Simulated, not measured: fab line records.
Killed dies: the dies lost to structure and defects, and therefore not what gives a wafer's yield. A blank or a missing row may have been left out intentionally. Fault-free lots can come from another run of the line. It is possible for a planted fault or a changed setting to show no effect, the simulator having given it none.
fab line records ; flow sky130
record: lots: 6; wafers: 18; lastDay: 50
route steps=708 shown POLY_GATE@218
lots that met no fault: from a run of the same line without faults
startH: the number of hours between the record's first day and the start of the first shown wafer of the lot ; waitH: hours from the lot's prior step to this one ; " as in the row above ; L1.1+2: one row covering several wafers at once ; - no value, or no start was given ; * or withheld: withheld ; < > ~ a bound
route shown NAME@n: a module of which the file shows steps, and the number in the route of the first ; usual: mean/standard deviation of fault-free wafers ; same: alike in all rows ; chamber/n: place in a boat ; sites: the reading at each site ; _std_site: their standard deviation ; _edge_site: inner sites' mean taken away from outer sites' mean ; radiusMm: for every site, how far away it sits from the centre of the wafer ; mask NAME#n: copy n ; behind: the most recent tool/chamber to have shaped the wafer ; hold: what put the lot on hold/how long, in hours/how the hold closed ; device: names the non-switching transistor (n, p or np) ; end of line: at the end of the route, the tests of the same wafers ; where a step has no rows: the recipe by itself ; killed: at the first sort, the dies lost to defects and structure; wafer yield is something else ; map: shows each die of a wafer: x if killed, . if not, _ if none is there
set.NAME: the setting that was run; set.NAME@STEP: the one run at that earlier step ; model.NAME: the simulator's own value behind a step, which no gauge read
certain route steps with their lots: each step a table, each wafer a row
services: when a tool's chamber went out of use (startH, in hours from the record's first day, below 0 if earlier), for how many hours, and the reason
== steps ==
step: SKY_POLY_GATE_THK_MEAS_04
recipe: reads: Si3N4_of_POLY_GATE_CVD_03
usual: POLY_GATE_CVD_03_THK: 74.4/0.67
lot.wafer;tool;chamber;startH;waitH;POLY_GATE_CVD_03_THK[nm]
L617.1;filmMetro-03;-;377.84;0.0;75.8
L617.2;filmMetro-03;-;377.84;0.0;75.6
L617.3;filmMetro-03;-;377.84;0.0;75.7
L626.4;filmMetro-03;-;469.75;0.0;73.9
L626.5;filmMetro-03;-;469.75;0.0;74.3
L626.6;filmMetro-03;-;469.75;0.0;73.6
L630.4;filmMetro-01;-;493.69;0.0;73.0
L630.5;filmMetro-01;-;493.69;0.0;73.2
L630.6;filmMetro-01;-;493.69;0.0;73.1
L633.1;filmMetro-02;-;518.31;0.0;73.4
L633.3;filmMetro-02;-;518.31;0.0;73.3
L633.5;filmMetro-02;-;518.31;0.0;73.7
L634.2;filmMetro-02;-;520.88;0.0;74.6
L634.4;filmMetro-02;-;520.88;0.0;75.6
L634.6;filmMetro-02;-;520.88;0.0;75.2
L636.1;filmMetro-02;-;535.36;0.0;73.4
L636.3;filmMetro-02;-;535.36;0.0;73.1
L636.6;filmMetro-02;-;535.36;0.0;74.1
step: SKY_POLY_GATE_DEHYDRATE_05
recipe: tempC: 200; timeS: 60
step: SKY_POLY_GATE_HMDS_06
recipe: primeTimeS: 60; primeTempC: 120
step: SKY_POLY_GATE_COAT_07
recipe: resist: BARC; tempC: withheld; timeS: withheld; spinRpm: 3000; resistThkNm: 110
step: SKY_POLY_GATE_COAT_08
recipe: resist: KrF-thick; spinRpm: 3000; resistThkNm: 450
step: SKY_POLY_GATE_SOFTBAKE_09
recipe: tempC: 100; timeS: 90; resist: KrF-thick
step: SKY_POLY_GATE_EXPOSE_10
recipe: maskId: P1M; na: 0.68; sourceShape: conventional; sigmaOuter: 0.6; targetCdNm: 150; doseMj: 27.59
step: SKY_POLY_GATE_PEB_11
recipe: pebTempC: withheld; pebTimeS: withheld; resist: KrF-thick
step: SKY_POLY_GATE_DEVELOP_12
recipe: developTimeS: 60; resist: KrF-thick; devTempC: 21
step: SKY_POLY_GATE_CD_MEAS_13
recipe: targetCdNm: 150
usual: cdNm: 150.5/1.4
lot.wafer;tool;chamber;startH;waitH;cdNm
L617.1;cdSem-02;-;406.84;-;148.7
L617.2;cdSem-02;-;406.84;-;149.4
L617.3;cdSem-02;-;406.84;-;148.1
L626.4;cdSem-01;-;500.05;-;149.3
L626.5;cdSem-01;-;500.05;-;149.4
L626.6;cdSem-01;-;500.05;-;149.5
L630.4;cdSem-02;-;524.04;-;150.7
L630.5;cdSem-02;-;524.04;-;151.4
L630.6;cdSem-02;-;524.04;-;151.1
L633.1;cdSem-01;-;548.76;-;152.2
L633.3;cdSem-01;-;548.76;-;152.1
L633.5;cdSem-01;-;548.76;-;152.2
L634.2;cdSem-02;-;551.10;-;149.4
L634.4;cdSem-02;-;551.10;-;148.7
L634.6;cdSem-02;-;551.10;-;149.4
L636.1;cdSem-02;-;565.08;-;148.4
L636.3;cdSem-02;-;565.08;-;149.9
L636.6;cdSem-02;-;565.08;-;148.6
step: SKY_POLY_GATE_OVL_MEAS_14
usual: POLY_GATE_OVL: -2/6.2
lot.wafer;tool;chamber;startH;waitH;POLY_GATE_OVL[nm]
L617.1;overlay-02;-;406.96;0.1;-14
L617.2;overlay-02;-;406.96;0.1;-10
L617.3;overlay-02;-;406.96;0.1;-4
L626.4;overlay-01;-;500.13;0.1;-11
L626.5;overlay-01;-;500.13;0.1;-1
L626.6;overlay-01;-;500.13;0.1;-2
L630.4;overlay-02;-;524.12;0.1;-6
L630.5;overlay-02;-;524.12;0.1;-2
L630.6;overlay-02;-;524.12;0.1;1
L633.1;overlay-01;-;548.88;0.1;-14
L633.3;overlay-01;-;548.88;0.1;-9
L633.5;overlay-01;-;548.88;0.1;-10
L634.2;overlay-02;-;551.21;0.1;-7
L634.4;overlay-02;-;551.21;0.1;-4
L634.6;overlay-02;-;551.21;0.1;-1
L636.1;overlay-02;-;565.20;0.1;-8
L636.3;overlay-02;-;565.20;0.1;-3
L636.6;overlay-02;-;565.20;0.1;-4
step: SKY_POLY_GATE_ETCH_15
recipe: chemistry: N2/H2; target: BARC; ionEnergyEv: 200; sourceW: 500; biasW: 100; pressureMtorr: 30; n2FlowSccm: 100; h2FlowSccm: 200; stopOn: SiO2; timeS: 118.5; targetDepthA: 1100
usual: biasW: 99.99/0.27; chamberPressureMTorr: 30.001/0.025; drypumpMotorCurrentA: 5.6/0.38; oesProductAu: 0.717/0.0046; throttleValvePct: 13.213/0.009
lot.wafer;tool;chamber;startH;waitH;biasW;chamberPressureMTorr;drypumpMotorCurrentA;oesProductAu;rfHoursCounterH;throttleValvePct
L617.1;rieDiel-03;0;407.00;0.0;100.27;29.993;5.2;0.723;2;13.215
L617.2;rieDiel-03;1;407.00;0.0;99.54;30.035;5.1;0.716;6;13.221
L617.3;rieDiel-03;3;407.00;0.0;99.57;30.013;6.2;0.722;16;13.214
L626.4;rieDiel-03;2;500.15;0.0;99.79;30.007;6.0;0.715;8;13.212
L626.5;rieDiel-03;0;500.15;0.0;99.64;30.031;5.2;0.712;-;13.200
L626.6;rieDiel-03;1;500.15;0.0;100.32;30.013;5.1;0.716;-;13.210
L630.4;rieDiel-04;2;524.14;0.0;99.90;30.027;5.0;0.712;9;13.193
L630.5;rieDiel-04;1;524.14;0.0;100.13;30.009;5.8;0.719;-;13.216
L630.6;rieDiel-04;2;524.14;0.0;99.93;29.947;5.0;0.714;-;13.221
L633.1;rieDiel-04;3;548.91;0.0;100.30;29.998;5.6;0.719;63;13.202
L633.3;rieDiel-04;1;548.91;0.0;99.80;29.970;5.8;0.716;3;13.204
L633.5;rieDiel-04;1;548.91;0.0;100.19;30.007;5.8;0.719;-;13.216
L634.2;rieDiel-01;2;551.24;0.0;99.49;30.005;5.3;0.719;18;13.210
L634.4;rieDiel-01;2;551.24;0.0;99.44;30.012;5.3;0.720;-;13.214
L634.6;rieDiel-01;3;551.24;0.0;99.92;30.011;5.8;0.718;-;13.185
L636.1;rieDiel-03;1;565.24;0.0;100.02;29.995;5.1;0.718;9;13.226
L636.3;rieDiel-03;2;565.24;0.0;100.36;29.985;6.0;0.717;9;13.214
L636.6;rieDiel-03;0;565.24;0.0;100.17;29.997;5.2;0.713;-;13.229
step: SKY_POLY_GATE_ETCH_16
recipe: stopOn: poly-Si; chemistry: CH3F/O2; target: Si3N4; sourceW: 400; biasW: 80; pressureMtorr: 25; ch3fFlowSccm: 40; O2_flow_sccm: 30; timeS: 147.5; targetDepthA: 750
usual: O2_flow_sccm: 30.02/0.078; biasW: 80.01/0.24; drypumpMotorCurrentA: 5.6/0.38; oesProductAu: 0.639/0.0049; throttleValvePct: 10.536/0.009
lot.wafer;tool;chamber;startH;waitH;O2_flow_sccm;biasW;drypumpMotorCurrentA;oesProductAu;rfHoursCounterH;throttleValvePct;model.KrF-thick_of_POLY_GATE_COAT_08.thkNm
L617.1;rieDiel-03;0;407.08;0.0;29.86;79.91;5.2;0.640;2;10.532;232.6
L617.2;rieDiel-03;1;407.08;0.0;30.05;80.39;5.1;0.656;6;10.530;230.1
L617.3;rieDiel-03;3;407.08;0.0;29.98;79.86;6.2;0.649;16;10.535;234.5
L626.4;rieDiel-03;2;500.23;0.0;-;-;-;-;-;-;341.9
L626.5;rieDiel-03;0;500.23;0.0;-;-;-;-;-;-;342.9
L626.6;rieDiel-03;1;500.23;0.0;-;-;-;-;-;-;343.4
L630.4;rieDiel-04;2;524.22;0.0;-;-;-;-;-;-;341.7
L630.5;rieDiel-04;1;524.22;0.0;-;-;-;-;-;-;342.4
L630.6;rieDiel-04;2;524.22;0.0;-;-;-;-;-;-;341.4
L633.1;rieDiel-04;3;548.99;0.0;30.03;80.01;5.5;0.635;63;10.526;231.5
L633.3;rieDiel-04;1;548.99;0.0;30.28;80.37;5.8;0.636;3;10.549;235.4
L633.5;rieDiel-04;1;548.99;0.0;30.19;80.37;5.8;0.639;-;10.545;234.6
L634.2;rieDiel-01;2;551.32;0.0;29.98;79.82;5.3;0.649;18;10.518;234.2
L634.4;rieDiel-01;2;551.32;0.0;30.08;80.02;5.3;0.645;-;10.536;233.7
L634.6;rieDiel-01;3;551.32;0.0;30.14;79.50;5.8;0.633;-;10.548;238.4
L636.1;rieDiel-03;1;565.32;0.0;30.03;80.62;5.1;0.640;9;10.533;231.7
L636.3;rieDiel-03;2;565.32;0.0;29.95;80.49;6.0;0.635;9;10.533;229.1
L636.6;rieDiel-03;0;565.32;0.0;30.01;79.71;5.2;0.638;-;10.548;233.4
step: SKY_POLY_GATE_ETCH_17
recipe: targetDepthNm: 180; stopOn: SiO2; overEtchFrac: 0.56667; chemistry: HBr/Cl2; target: poly-Si; icpW: 400; biasW: 100; pressureMtorr: 10; HBr_flow_sccm: 150; Cl2_flow_sccm: 50; timeS: 70.5
usual: HBr_flow_sccm: 150.0/0.46; biasW: 100.0/0.31; drypumpMotorCurrentA: 5.6/0.5; oesProductAu: 0.991/0.0085; throttleValvePct: 33.684/0.0095
same: overEtchFrac: 0.56667
lot.wafer;tool;chamber;startH;waitH;HBr_flow_sccm;biasW;drypumpMotorCurrentA;oesProductAu;rfHoursCounterH;throttleValvePct;model.KrF-thick_of_POLY_GATE_COAT_08.thkNm
L617.1;rieSi-02;2;407.18;0.0;149.8;100.2;5.3;0.996;5;33.673;137.8
L617.2;rieSi-02;3;407.18;0.0;150.4;100.1;5.6;0.998;53;33.670;134.9
L617.3;rieSi-02;1;407.18;0.0;149.9;99.7;6.2;0.987;0;33.693;140.4
L626.4;rieSi-02;0;500.33;0.0;150.2;99.7;5.6;0.990;3;33.687;245.3
L626.5;rieSi-02;0;500.33;0.0;150.6;99.3;5.6;1.005;-;33.688;246.4
L626.6;rieSi-02;3;500.33;0.0;149.6;100.4;5.5;0.992;-;33.678;248.3
L630.4;rieSi-01;1;524.35;0.1;149.7;100.3;5.2;1.001;-;33.690;246.5
L630.5;rieSi-01;0;524.35;0.1;150.6;100.1;4.8;0.979;-;33.698;250.3
L630.6;rieSi-01;3;524.35;0.1;149.6;99.9;6.0;0.991;-;33.674;247.5
L633.1;rieSi-02;2;549.09;0.0;149.6;99.6;5.4;0.990;6;33.668;136.6
L633.3;rieSi-02;0;549.09;0.0;150.4;100.3;5.6;1.003;3;33.677;138.1
L633.5;rieSi-02;2;549.09;0.0;148.9;99.3;5.3;1.005;-;33.676;139.8
L634.2;rieSi-01;1;551.42;0.0;150.4;100.5;5.2;0.992;4;33.699;140.2
L634.4;rieSi-01;2;551.42;0.0;149.6;100.1;6.4;1.004;3;33.692;137.7
L634.6;rieSi-01;2;551.42;0.0;150.3;99.9;6.4;1.001;-;33.685;142.1
L636.1;rieSi-02;0;565.42;0.0;150.0;100.1;5.6;0.999;3;33.690;135.6
L636.3;rieSi-02;3;565.42;0.0;149.4;100.0;5.6;0.996;0;33.684;133
L636.6;rieSi-02;0;565.42;0.0;150.2;100.1;5.6;1.003;-;33.682;137.2
step: SKY_POLY_GATE_STRIP_18
recipe: chemistry: O2/N2; powerW: 1400; pressureMtorr: 1500; platenTempC: withheld; o2FlowSccm: 3000; n2FlowSccm: 306.7; overashFraction: 0.5
usual: drypumpMotorCurrentA: 5.7/0.31; oesProductAu: 0.361/0.0052; stripTimeToEndpointS: 3.15/0.036
lot.wafer;tool;chamber;startH;waitH;drypumpMotorCurrentA;oesProductAu;rfHoursCounterH;stripTimeToEndpointS
L617.1;plasmaAsher-04;0;407.23;0.0;5.8;0.354;29;3.14
L617.2;plasmaAsher-04;1;407.23;0.0;5.7;0.352;29;3.12
L617.3;plasmaAsher-04;0;407.23;0.0;5.8;0.373;-;3.18
L626.4;plasmaAsher-01;1;500.42;0.1;5.5;0.411;-;4.31
L626.5;plasmaAsher-01;0;500.42;0.1;5.3;0.404;-;4.30
L626.6;plasmaAsher-01;1;500.42;0.1;5.5;0.413;-;4.35
L630.4;plasmaAsher-03;1;524.41;0.0;6.2;0.407;-;4.31
L630.5;plasmaAsher-03;1;524.41;0.0;6.2;0.410;-;4.34
L630.6;plasmaAsher-03;0;524.41;0.0;5.8;0.406;-;4.33
L633.1;plasmaAsher-01;1;549.15;0.0;5.5;0.364;86;3.13
L633.3;plasmaAsher-01;1;549.15;0.0;5.5;0.357;-;3.14
L633.5;plasmaAsher-01;1;549.15;0.0;5.5;0.355;-;3.17
L634.2;plasmaAsher-03;1;551.48;0.0;6.2;0.356;11;3.17
L634.4;plasmaAsher-03;1;551.48;0.0;6.2;0.360;-;3.13
L634.6;plasmaAsher-03;0;551.48;0.0;5.8;0.370;-;3.18
L636.1;plasmaAsher-04;0;565.48;0.0;5.8;0.350;45;3.12
L636.3;plasmaAsher-04;0;565.48;0.0;5.8;0.360;-;3.08
L636.6;plasmaAsher-04;0;565.48;0.0;5.8;0.355;-;3.15
step: SKY_POLY_GATE_CLEAN_19
recipe: chemistry: SC1/SC2; mix: 1:4:20; tempC: 70; timeS: 150; dry: n2Spin
== services ==
tool;chamber;startH;hours;kind
rieDiel-04;1;392.03;-;clean
rieDiel-04;1;392.03;17.6;scheduledDown
rieDiel-04;1;392.03;17.6;ventCycle
rieSi-01;2;392.13;7.7;repair
rieSi-01;3;406.73;1.0;repair
rieDiel-03;2;410.09;8.7;repair
plasmaAsher-03;-;421.26;9.0;pm
rieDiel-03;-;430.64;2.0;repair
rieSi-01;3;452.33;9.3;repair
plasmaAsher-03;-;458.41;2.8;pm
rieSi-02;2;462.45;3.4;repair
plasmaAsher-04;-;469.09;1.9;repair
rieDiel-01;0;472.89;30.6;repair
rieDiel-03;2;479.94;9.6;repair
rieSi-01;3;494.43;4.5;repair
rieSi-02;3;504.88;-;clean
rieSi-02;3;504.88;28.8;scheduledDown
rieSi-02;3;504.88;28.8;ventCycle
rieDiel-03;-;522.55;2.8;pm
rieSi-01;2;523.57;3.9;repair
rieDiel-03;1;525.75;6.0;repair
rieDiel-01;1;528.16;38.7;repair
rieDiel-01;3;542.14;6.7;repair
rieDiel-01;0;544.05;2.5;repair
== key ==
firstSign: step: SKY_POLY_GATE_ETCH_16; reading: toolRecord; direction: missing
effect: step: SKY_POLY_GATE_STRIP_18; reading: stripTimeToEndpointS; direction: up; sigmas: 33; usual: *; struck: *
modelEffect: step: SKY_POLY_GATE_ETCH_16; value: KrF-thick_of_POLY_GATE_COAT_08.thkNm; without: 231.2; struck: 342.3
modelEffect: step: SKY_POLY_GATE_ETCH_17; value: KrF-thick_of_POLY_GATE_COAT_08.thkNm; without: 136.3; struck: 247.4
metAt SKY_POLY_GATE_ETCH_16
struckWafers L626.4,L626.5,L626.6,L630.4,L630.5,L630.6
laterRowsLeftOut L626.4,L626.5,L626.6,L630.4,L630.5,L630.6
sortLeftOut L626.4,L626.5,L626.6,L630.4,L630.5,L630.6
testerLeftOut L626,L630
onsetBetween 407.08 500.23
fault: kind: skippedStepWhole; tool: rieDiel-03,rieDiel-04; chamber: -; onsetH: 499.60; steps: SKY_POLY_GATE_ETCH_16; scope: struckLotsOnly
testerLeftOut: of these lots the tester's yield and bins aren't shown, on N5 and GAA mostly nor the transistor test; their killed dies are dies lost to structure and defects alone, not to doping, threshold or leakage, so they don't give the yield
sortLeftOut: the simulated sort isn't trusted on such a fault, so these wafers' sort isn't shown, and their yield isn't known
laterRowsLeftOut: the simulator's readings of these wafers behind a module that went badly wrong aren't trusted and aren't shown, but for the sort
